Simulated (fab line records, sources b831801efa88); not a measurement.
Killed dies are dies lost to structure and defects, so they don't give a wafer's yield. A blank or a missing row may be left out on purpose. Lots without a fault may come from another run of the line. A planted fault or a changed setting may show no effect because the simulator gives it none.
Split-lot experiment | flow gf180mcu | 5 lots, 23 wafers read, on a route of 602 steps

THE SPLIT
At GF_CONTACT_CVD_00 (deposits SiO2, target thk 300 nm, time 50 s), the setting sih4_flow_sccm was moved away from the recipe's 60 sccm on 9 of the 23 wafers read, by -3.8% to +13.1%. The other wafers ran this setting at the recipe's value.

The file shows no step between the split and the reading.

THE READING
CONTACT_CVD_00_THK, in nm, at GF_CONTACT_THK_MEAS_01. Fault-free wafers of this fab line usually give 299 nm, standard deviation 3.3 nm.

wafer  | tool, chamber at the split | sih4_flow_sccm as run, sccm | against the recipe | CONTACT_CVD_00_THK, nm | against lot-mates on the recipe
L074.1 | hdpcvd-02, 0               | 67.85                       | +13.1%             | 338                    | +36
L074.2 | hdpcvd-02, 2,1             | 60                          | recipe             | 302                    | -
L074.4 | hdpcvd-02, 2,1             | 60                          | recipe             | 302                    | -
L074.5 | hdpcvd-02, 0               | 67.85                       | +13.1%             | 340                    | +38
L074.6 | hdpcvd-02, 2               | 67.85                       | +13.1%             | 341                    | +39
L075.1 | hdpcvd-02, 2               | 65.27                       | +8.8%              | 316                    | +20
L075.3 | hdpcvd-02, 0               | 65.27                       | +8.8%              | 320                    | +24
L075.4 | hdpcvd-02, 2               | 60                          | recipe             | 296                    | -
L075.5 | hdpcvd-02, 0               | 60                          | recipe             | 296                    | -
L075.6 | hdpcvd-02, 1               | 65.27                       | +8.8%              | 323                    | +27
L082.1 | hdpcvd-01, 1               | 57.71                       | -3.8%              | 295                    | -8
L082.2 | hdpcvd-01, 0               | 60                          | recipe             | 302                    | -
L082.3 | hdpcvd-01, 2               | 60                          | recipe             | 303                    | -
L082.5 | hdpcvd-01, 2               | 57.71                       | -3.8%              | 286                    | -16
L082.6 | hdpcvd-01, 1               | 57.71                       | -3.8%              | 294                    | -8
L083.2 | hdpcvd-01, 1,0             | 60                          | recipe             | 299                    | -
L083.3 | hdpcvd-01, 0               | 60                          | recipe             | 294                    | -
L083.4 | hdpcvd-01, 1               | 60                          | recipe             | 304                    | -
L083.5 | hdpcvd-01, 2               | 60                          | recipe             | 296                    | -
L083.6 | hdpcvd-01, 1,0             | 60                          | recipe             | 299                    | -
L084.1 | hdpcvd-01, 2               | 60                          | recipe             | 302                    | -
L084.2 | hdpcvd-01, 0               | 60                          | recipe             | 302                    | -
L084.4 | hdpcvd-01, 0               | 60                          | recipe             | 301                    | -
Where a row lists several chambers, the file gives one row for several wafers and doesn't say which wafer went through which chamber.

THE FIT
A straight line over all 23 wafers: CONTACT_CVD_00_THK changes by +2.75 nm for each +1% of sih4_flow_sccm; r = +0.97; the points scatter about the line by 3.9 nm.
The same after taking each lot's own level away (the mean of its wafers on the recipe; 23 wafers): +2.83 nm for each +1%; r = +0.99; scatter 2.6 nm.
On that fit, the largest move of sih4_flow_sccm shifts the reading by 37 nm.
The lots' own levels span 296.0 to 302.5 nm, that is 2.0 times the standard deviation above.
So the lot-to-lot level changes the slope little: the two slopes agree.
Check: with one of the wafers moved furthest among these (+13.1%) left out of the fit, the line predicts +37.2 nm for it against its lot-mates. It came out at +36 nm against them.

THE WHOLE CHAIN: every reading that the file lists as answering this split, in the file's order
step                   | what it does                                                   | reading                                                                        | change (the file's fit)              | r (the file's)
GF_CONTACT_CVD_00      | deposits SiO2, target thk 300 nm, time 50 s                    | SiO2_of_CONTACT_CVD_00.thk_nm (the simulator's own value, which no gauge read) | +2.84 nm for each +1% of the setting | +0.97
GF_CONTACT_THK_MEAS_01 |                                                                | CONTACT_CVD_00_THK                                                             | +2.84 for each +1% of the setting    | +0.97
GF_CONTACT_ETCH_17     | etches SiO2 in C4F8/O2/Ar, stops on CoSi2, target depth 860 nm | CONTACT.feature_depth_nm (the simulator's own value, which no gauge read)      | +2.87 nm for each +1% of the setting | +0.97

THE FILE'S OWN FIT
CONTACT_CVD_00_THK changes by +2.84 nm for each +1% of sih4_flow_sccm, r = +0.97.
